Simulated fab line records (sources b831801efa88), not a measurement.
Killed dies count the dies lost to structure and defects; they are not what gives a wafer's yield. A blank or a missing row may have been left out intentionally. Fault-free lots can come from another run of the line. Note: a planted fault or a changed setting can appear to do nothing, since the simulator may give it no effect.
Problem report, 8D (eight disciplines) form, completed by code :: flow gf180mcu :: the parts of the form that need people (team, actions taken, sign-off) are left out

## 1. WHAT WENT WRONG
At GF_M2_METAL_ETCH_16, oes-product-au averages 0.786 a.u. over 6 wafers from 2 lots, while fault-free wafers read 0.971 a.u., standard deviation 0.0064. That is -29 standard deviations from the usual mean.
The step: etches the open film in Cl2/BCl3, stops on SiO2, target depth 627.5 nm, time 104.6 s.
First seen on wafer L492.1, day 23 20:08, on rie-metal-01. The record holds 42 wafers of 14 lots with a number at this step. The rule behind "out" and "out of limits": a value lying over 4 standard deviations away from the usual mean. The other wafers with a number count as sound.

## 2. WHAT IT IS AND WHAT IT IS NOT
question: which readings at this step
is: oes-product-au, throttle-valve-pct
is not: drypump-motor-current-A

question: which lots
is: L492, L493
is not: L480, L482, L483, L484, L486, L487, L488, L489, L490, L491, L502, L503

question: which wafers of those lots
is: all that have a number
is not: -

question: read on which tools
is: rie-metal-01
is not: rie-metal-03, rie-metal-04

question: when
is: from day 23 20:08
is not: up to then (30 sound wafers); but 6 sound wafers of L502, L503 came after

## 3. THE SUSPECTS, EACH WITH WHAT RULES IT OUT
Counting: any tool at a process step up to the reading is kept as a suspect provided that every lot that is out went through it and no sound lot did after the first of them.
- pvd-sputter-02 at GF_M2_SPUTTER_02 (material AlCu, target thk 450 nm, time 23.9 s): kept. It processed each lot that is out, first L492 at day 22 21:49, and no sound lot thereafter; up to then, the last sound lot it processed was L487 at day 21 01:00.
- rie-metal-01 at GF_M2_METAL_ETCH_16 (etches the open film in Cl2/BCl3, stops on SiO2, target depth 627.5 nm, time 104.6 s): kept. It processed each lot that is out, first L492 at day 23 20:08, and no sound lot thereafter; up to then, the last sound lot it processed was L489 at day 22 15:44. On those wafers its own readings are out: oes-product-au, throttle-valve-pct.
Left after counting: pvd-sputter-02 at GF_M2_SPUTTER_02, rie-metal-01 at GF_M2_METAL_ETCH_16.

## 4. THE CAUSE (what the simulator had put in)
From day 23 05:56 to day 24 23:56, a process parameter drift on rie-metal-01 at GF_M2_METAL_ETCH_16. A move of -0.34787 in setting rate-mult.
Of the 2 suspects that counting leaves, this tool is one.

## 5. SEQUENCE OF EFFECTS, ordered by route
Each row: a reading where the mean over the struck wafers with a number is more than 3 standard deviations away from the usual. Only readings whose record carries a usual standard deviation are examined. hours: median over the lots of the time between each lot's start at the first step of this table that gives one and its start at this step. sigmas: the change, counted in usual standard deviations.
hours: 0
step: GF_M2_METAL_ETCH_16
reading: oes-product-au
usual: 0.971 a.u.
on struck wafers: 0.786
change: -0.185
sigmas: -29

hours: 0
step: GF_M2_METAL_ETCH_16
reading: throttle-valve-pct
usual: 28.251 %
on struck wafers: 28.457
change: +0.206
sigmas: +19

hours: 0
step: GF_M2_STRIP_17
reading: oes-product-au
usual: 0.558 a.u.
on struck wafers: 0.595
change: +0.037
sigmas: +7.6

hours: 0
step: GF_M2_STRIP_17
reading: strip-time-to-endpoint-s
usual: 7.88 s
on struck wafers: 8.70
change: +0.82
sigmas: +22
It contains these process steps:
- GF_M2_METAL_ETCH_16: etches the open film in Cl2/BCl3, stops on SiO2, target depth 627.5 nm, time 104.6 s.
- GF_M2_STRIP_17: strips in O2/N2.
Later steps that measure or inspect, where all struck wafers having a row at the step show a number for every such reading and not one has moved that far: GF_V2_BOW_MEAS_05.

## 6. HOW IT WOULD HAVE BEEN CAUGHT EARLIER
In this record the first reading out of limits was taken at day 23 20:08, 14 hours after the fault began at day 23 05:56.
